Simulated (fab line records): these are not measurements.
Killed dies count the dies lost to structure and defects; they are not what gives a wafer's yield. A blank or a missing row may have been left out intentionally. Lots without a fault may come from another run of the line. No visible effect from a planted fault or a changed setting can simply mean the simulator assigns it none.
A lot that was struck, set against a sound lot | flow sfq line | 13 steps out of a route of 325
Sound: the wafers L668.2, L668.3, L668.6. Wafers struck: L680.3, L680.5, L680.6. The cause is given at the end.
Per side, at each step with rows, come the tool, then ch with its chambers, and then its first start. Under that, the readings that differ: sound wafers | struck wafers | difference of the means | sigmas: that difference in standard deviations of wafers without a fault.
alike: readings whose means differ by less than 2 such deviations, and words and numbers that are the same on both sides. not compared: withheld readings, readings that some wafer has no value for, bounds like >300 that may hide the same value, and numbers for which the record gives no deviation and whose values overlap.
Wherever a step has rows on one side only, a row that says differs or no value, or a row with sigmas, the two part there. Non-overlapping numbers with no deviation appear without sigmas and do not part them. A reading missing from all wafers of one side parts the sides only when that side holds two or more wafers.

SFQ_I2_OVL_MEAS_918:
  struck on overlay-01, day 28 20:39; sound on overlay-02, day 23 08:02
  alike: I2_OVL
SFQ_TRILAYER_I2_VIA_BARC_OPEN_VIA_ETCH_096: etches BARC in O2, target depth 125 nm, time 41.7 s.
  sound on rie diel-03 ch 0,3, day 23 08:04; struck on rie diel-03 ch 1,3, day 28 20:41
  reading               | sound             | struck            | difference | sigmas
  oes product au (a.u.) | 0.691 0.686 0.697 | 0.678 0.678 0.684 | -0.011     | -3
  alike: drypump motor current A
  not compared: rf hours counter h
SFQ_TRILAYER_I2_VIA_ETCH_VIA_ETCH_070: etches SiO2 in CHF3, stops on Nb, target depth 260 nm.
  sound on rie diel-03 ch 0,3, day 23 08:07; struck on rie diel-03 ch 1,3, day 28 20:43
  alike: drypump motor current A, oes product au
SFQ_TRILAYER_I2_VIA_STRIP_STRIP_071: strips in O2.
  sound on rie metal-02 ch 0, day 23 08:13; struck on rie metal-03 ch 0,1, day 28 21:02
  reading           | sound             | struck            | difference | sigmas
  platen temp c (C) | 39.85 39.70 39.58 | 40.01 39.95 40.08 | +0.30      | +3
  alike: drypump motor current A, oes product au
  not compared: rf hours counter h
then, 2 steps without rows for these wafers: SFQ_TRILAYER_I2_VIA_STRIP_SOLV_CLEAN_072 (cleans in NMP, time 600 s); SFQ_TRILAYER_M3_DEP_PRE_CLEAN_074 (time 22.5 s).
SFQ_TRILAYER_M3_DEP_SPUTTER_073: material Nb, target thk 200 nm, time 133.3 s.
  struck on pvd sputter-04, day 28 21:38; sound on pvd sputter-03, day 23 09:02
  alike: throttle valve pct
SFQ_M3_RS_MEAS_919: uses a four-point probe to measure.
  struck on film metro-04, day 28 21:46; sound on film metro-01, day 23 09:08
  alike: M3_NB_RS
then, 3 steps without rows for these wafers: SFQ_TRILAYER_M3_LITHO_COAT_080 (resist thk 62 nm); SFQ_TRILAYER_M3_LITHO_COAT_075 (resist thk 600 nm); SFQ_TRILAYER_M3_LITHO_SOFTBAKE_079.
-- the record jumps here: 6 days lie between the struck wafers' starts before and after --
SFQ_TRILAYER_M3_LITHO_EXPOSE_076: exposes mask M3, target cd 500 nm.
  struck on krf scanner-01, day 34 19:23; sound on krf scanner-02 ch 0, day 29 08:32
  no value came back on the struck wafers for exposure dose mJ cm2, focus offset nm (nm), sigma outer; on the sound wafers exposure dose mJ cm2 reads 14.409 14.399 14.405
  alike: mask
then, 1 step without rows for these wafers: SFQ_TRILAYER_M3_LITHO_PEB_078 (peb time 60 s).

WHERE THEY PART
Last at SFQ_TRILAYER_M3_LITHO_EXPOSE_076 as far as this record goes, first at SFQ_TRILAYER_I2_VIA_BARC_OPEN_VIA_ETCH_096.

WHY: the cause the simulator had injected
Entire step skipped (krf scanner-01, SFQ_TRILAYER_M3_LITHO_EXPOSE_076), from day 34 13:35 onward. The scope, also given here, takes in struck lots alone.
